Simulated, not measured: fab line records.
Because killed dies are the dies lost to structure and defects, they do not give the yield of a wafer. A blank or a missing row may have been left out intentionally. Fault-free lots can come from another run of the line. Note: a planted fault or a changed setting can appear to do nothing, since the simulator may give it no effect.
fab line records    flow sky130    part 2 of 2: steps 29 to 40 of 40
record lots=5  wafers=15  lastDay=49
route steps=708 shown LDD_LDN@295 SPACER@304 POLY_CUT@307 SD_P@320 RES_XHIGH@332
lots that met no fault: taken from a fault-free run of the same line
startH: the number of hours between the record's first day and the start of the first shown wafer of the lot    waitH: hours since the lot's step before    " unchanged from the row above    L1.1+2: several wafers, shown together as one row    - either no value or no given start    * or withheld: withheld    < > ~ a bound
route shown NAME@n: a module of which the file shows steps, and the number in the route of the first    usual: mean/standard deviation of fault-free wafers    same: alike in all rows    chamber/n: place in a boat    sites: each site's reading    _std_site: the standard deviation of these    _edge_site: inner sites' mean taken away from outer sites' mean    radiusMm: how far each site lies from the wafer's centre    mask NAME#n: copy n    behind: the last tool/chamber to shape the wafer    hold: reason for holding the lot/hours on hold/outcome of the hold    device: names the non-switching transistor (n, p or np)    end of line: at the end of the route, the tests of the same wafers    a step with no rows: only its recipe    killed: at the first sort, the dies lost to defects and structure; wafer yield is something else    map: a wafer's dies, x killed, . not, _ none there
set.NAME: setting as actually run; set.NAME@STEP: the setting as run at that earlier step    model.NAME: the simulator's own value behind a step, which no gauge read
lots at selected steps of the route; one table per step, one row per wafer
services: the hour from which a tool's chamber was out of use, counted from the record's first day as startH (under 0 if before that day), plus the number of hours and why
## steps
# step SKY_SD_P_SOFTBAKE_03
# recipe tempC=90  timeS=60  resist=NOVOLAK
# usual heaterPowerTotalW=56.59/0.052
lot.wafer  tool           chamber  startH  waitH  heaterPowerTotalW
L074.3     lithoTrack-01  0        584.89  0.1    56.50
L074.4     "              0        "       "      56.59
L074.6     "              0        "       "      56.60
L077.4     lithoTrack-03  0        599.24  0.1    56.63
L077.5     "              0        "       "      56.64
L077.6     "              0        "       "      56.59
L083.3     lithoTrack-03  0        653.01  0.1    56.62
L083.4     "              0        "       "      56.67
L083.5     "              0        "       "      56.57
L084.2     lithoTrack-03  0        660.14  0.1    56.60
L084.3     "              0        "       "      56.42
L084.5     "              0        "       "      56.61
L092.1     lithoTrack-02  0        715.77  0.1    56.54
L092.2     "              0        "       "      56.55
L092.5     "              0        "       "      56.62
# step SKY_SD_P_EXPOSE_04
# recipe maskId=PSDM  na=0.6  sourceShape=conventional  sigmaOuter=0.6  polarization=unpolarized  targetCdNm=380  doseMj=138
lot.wafer   tool             chamber  startH  waitH  mask
L074.3+4+6  ilineStepper-01  0        -       -      PSDM#0
L077.4+5+6  ilineStepper-02  0        -       -      PSDM#0
L083.3+4+5  ilineStepper-02  0        -       -      PSDM#0
L084.2+3+5  ilineStepper-01  0        -       -      PSDM#0
L092.1+2+5  ilineStepper-01  0        -       -      PSDM#0
# step SKY_SD_P_PEB_05
# recipe tempC=withheld  timeS=*  resist=NOVOLAK
lot.wafer   tool           chamber  startH  waitH
L074.3+4+6  lithoTrack-03  0        -       -
L077.4+5+6  lithoTrack-02  0        -       -
L083.3+4+5  lithoTrack-01  0        -       -
L084.2+3+5  lithoTrack-01  0        -       -
L092.1+2+5  lithoTrack-02  0        -       -
# step SKY_SD_P_DEVELOP_06
# recipe resist=NOVOLAK  developer=TMAH  developTimeS=60  devTempC=23
lot.wafer   tool           chamber  startH  waitH
L074.3+4+6  lithoTrack-03  0        599.51  0.1
L077.4+5+6  lithoTrack-02  0        613.09  0.1
L083.3+4+5  lithoTrack-01  0        666.79  0.1
L084.2+3+5  lithoTrack-01  0        674.51  0.1
L092.1+2+5  lithoTrack-02  0        729.17  0.1
# step SKY_SD_P_CD_MEAS_07
# recipe targetCdNm=380
# usual cdNm=380.0/2.8
lot.wafer  tool      chamber  startH  waitH  cdNm
L074.3     cdSem-01  -        599.65  0.1    378.2
L074.4     "         -        "       "      376.3
L074.6     "         -        "       "      379.3
L077.4     cdSem-01  -        613.23  0.1    378.5
L077.5     "         -        "       "      376.5
L077.6     "         -        "       "      380.0
L083.3     cdSem-01  -        666.93  0.1    376.4
L083.4     "         -        "       "      378.7
L083.5     "         -        "       "      378.4
L084.2     cdSem-02  -        674.66  0.1    379.4
L084.3     "         -        "       "      378.7
L084.5     "         -        "       "      379.1
L092.1     cdSem-02  -        729.32  0.1    375.8
L092.2     "         -        "       "      377.2
L092.5     "         -        "       "      378.4
# step SKY_SD_P_OVL_MEAS_08
# usual SD_P_OVL=0.6/1.4
lot.wafer  tool        chamber  startH  waitH  SD_P_OVL[nm]
L074.3     overlay-01  -        599.75  0.1    2.2
L074.4     "           -        "       "      0.5
L074.6     "           -        "       "      0.9
L077.4     overlay-01  -        613.31  0.1    1.3
L077.5     "           -        "       "      1.3
L077.6     "           -        "       "      2.5
L083.3     overlay-02  -        667.02  0.1    0.6
L083.4     "           -        "       "      -0.5
L083.5     "           -        "       "      0.6
L084.2     overlay-02  -        674.76  0.1    0.2
L084.3     "           -        "       "      -0.3
L084.5     "           -        "       "      -0.9
L092.1     overlay-01  -        729.44  0.1    -1.6
L092.2     "           -        "       "      -0.8
L092.5     "           -        "       "      -1.2
# step SKY_SD_P_IMPLANT_09
# recipe species=BF2  energyKev=19.71  doseCm2=3e+15  tiltDeg=0
# same implantIonAmu=49
lot.wafer   tool          chamber  startH  waitH
L074.3+4+6  implanter-01  0        599.82  0.1
L077.4+5+6  implanter-01  0        613.40  0.1
L083.3+4+5  implanter-02  0        667.09  0.1
L084.2+3+5  implanter-01  0        674.82  0.0
L092.1+2+5  implanter-02  0        729.47  0.0
# step SKY_SD_P_STRIP_10
# recipe chemistry=O2/N2  powerW=1400  pressureMtorr=1500  platenTempC=withheld  o2FlowSccm=3000  n2FlowSccm=300  overashFraction=0.5
# usual drypumpMotorCurrentA=5.92/0.26  n2FlowSccm=300.1/0.94  oesProductAu=0.618/0.0045  stripTimeToEndpointS=17.46/0.041
lot.wafer  tool            chamber  startH  waitH  drypumpMotorCurrentA  n2FlowSccm  oesProductAu  rfHoursCounterH  stripTimeToEndpointS
L074.3     plasmaAsher-03  1        599.95  0.1    5.98                  299.3       0.622         -                17.50
L074.4     "               0        "       "      6.15                  299.5       0.621         -                17.57
L074.6     "               0        "       "      6.15                  299.9       0.622         -                17.50
L077.4     plasmaAsher-01  1        613.51  0.1    5.75                  299.7       0.620         -                17.50
L077.5     "               1        "       "      5.74                  297.7       0.615         -                17.43
L077.6     "               0        "       "      5.73                  299.5       0.617         -                17.45
L083.3     plasmaAsher-02  0        667.23  0.1    6.36                  300.5       0.622         -                17.45
L083.4     "               1        "       "      5.52                  300.2       0.613         -                17.48
L083.5     "               0        "       "      6.36                  300.0       0.620         -                17.46
L084.2     plasmaAsher-01  0        674.94  0.1    5.73                  299.9       0.616         24               17.46
L084.3     "               0        "       "      5.71                  298.5       0.613         -                17.49
L084.5     "               1        "       "      5.77                  300.2       0.613         -                17.44
L092.1     plasmaAsher-02  1        729.62  0.1    5.53                  301.0       0.618         99               17.47
L092.2     "               0        "       "      6.37                  299.6       0.608         99               17.43
L092.5     "               1        "       "      5.53                  300.0       0.624         -                17.50
# step SKY_SD_P_TW_MEAS_11
# usual SD_P_TW=2838/35
lot.wafer  tool          chamber  startH  waitH  SD_P_TW
L074.3     filmMetro-01  -        600.04  0.1    2873
L074.4     "             -        "       "      2876
L074.6     "             -        "       "      2872
L077.4     filmMetro-01  -        613.60  0.1    2868
L077.5     "             -        "       "      2879
L077.6     "             -        "       "      2875
L083.3     filmMetro-01  -        667.31  0.1    2872
L083.4     "             -        "       "      2861
L083.5     "             -        "       "      2880
L084.2     filmMetro-01  -        675.05  0.1    2866
L084.3     "             -        "       "      2877
L084.5     "             -        "       "      2867
L092.1     filmMetro-01  -        729.72  0.1    2860
L092.2     "             -        "       "      2860
L092.5     "             -        "       "      2854
# step SKY_RES_XHIGH_DEHYDRATE_00
# recipe tempC=200  timeS=60
# usual heaterPowerTotalW=160.38/0.13
lot.wafer  tool           chamber  startH  waitH  heaterPowerTotalW
L074.3     lithoTrack-02  0        614.02  14.0   160.37
L074.4     "              0        "       "      160.51
L074.6     "              0        "       "      160.32
L077.4     lithoTrack-04  0        628.33  14.7   160.38
L077.5     "              0        "       "      160.28
L077.6     "              0        "       "      160.49
L083.3     lithoTrack-04  0        681.41  14.1   160.45
L083.4     "              0        "       "      160.27
L083.5     "              0        "       "      160.54
L084.2     lithoTrack-02  0        688.49  13.4   160.54
L084.3     "              0        "       "      160.53
L084.5     "              0        "       "      160.53
L092.1     lithoTrack-01  0        742.54  12.8   160.48
L092.2     "              0        "       "      160.42
L092.5     "              0        "       "      160.40
# step SKY_RES_XHIGH_HMDS_01
# recipe primeTimeS=60  primeTempC=120
lot.wafer   tool           chamber  startH  waitH
L074.3+4+6  lithoTrack-02  0        614.17  0.1
L077.4+5+6  lithoTrack-04  0        628.48  0.1
L083.3+4+5  lithoTrack-04  0        681.56  0.1
L084.2+3+5  lithoTrack-02  0        688.64  0.1
L092.1+2+5  lithoTrack-01  0        742.69  0.1
# step SKY_RES_XHIGH_COAT_02
# recipe resist=NOVOLAK  spinRpm=3000  resistThkNm=1140
lot.wafer   tool           chamber  startH  waitH
L074.3+4+6  lithoTrack-02  0        614.32  0.1
L077.4+5+6  lithoTrack-04  0        628.63  0.1
L083.3+4+5  lithoTrack-04  0        681.71  0.1
L084.2+3+5  lithoTrack-02  0        688.79  0.1
L092.1+2+5  lithoTrack-01  0        742.84  0.1
## services
tool            chamber  startH  hours  kind
krfScanner-01   -        518.43  1.0    pm
implanter-03    -        523.35  3.8    pm
rieDiel-04      -        531.25  0.6    repair
implanter-03    -        536.53  21.0   pm
rieDiel-01      3        542.17  5.9    repair
wetBench-04     -        549.79  3.7    repair
plasmaAsher-03  -        571.29  1.4    repair
implanter-03    -        584.57  18.9   repair
krfScanner-01   -        589.05  4.0    pm
implanter-04    -        594.60  5.6    repair
krfScanner-01   -        602.80  0.8    pm
rieDiel-01      1        603.09  8.5    repair
rieDiel-01      3        618.38  1.3    repair
plasmaAsher-02  -        639.77  2.2    repair
rieDiel-01      3        649.66  4.7    repair
krfScanner-01   -        651.68  2.4    repair
krfScanner-01   -        655.90  1.3    pm
implanter-04    -        667.01  1.0    repair
plasmaAsher-02  -        673.65  13.0   repair
krfScanner-01   -        687.43  1.0    pm
krfScanner-01   -        691.91  0.8    repair
plasmaAsher-02  -        733.75  9.0    pm
plasmaAsher-03  -        737.53  1.7    repair
lpcvd-02        -        741.87  6.0    pm
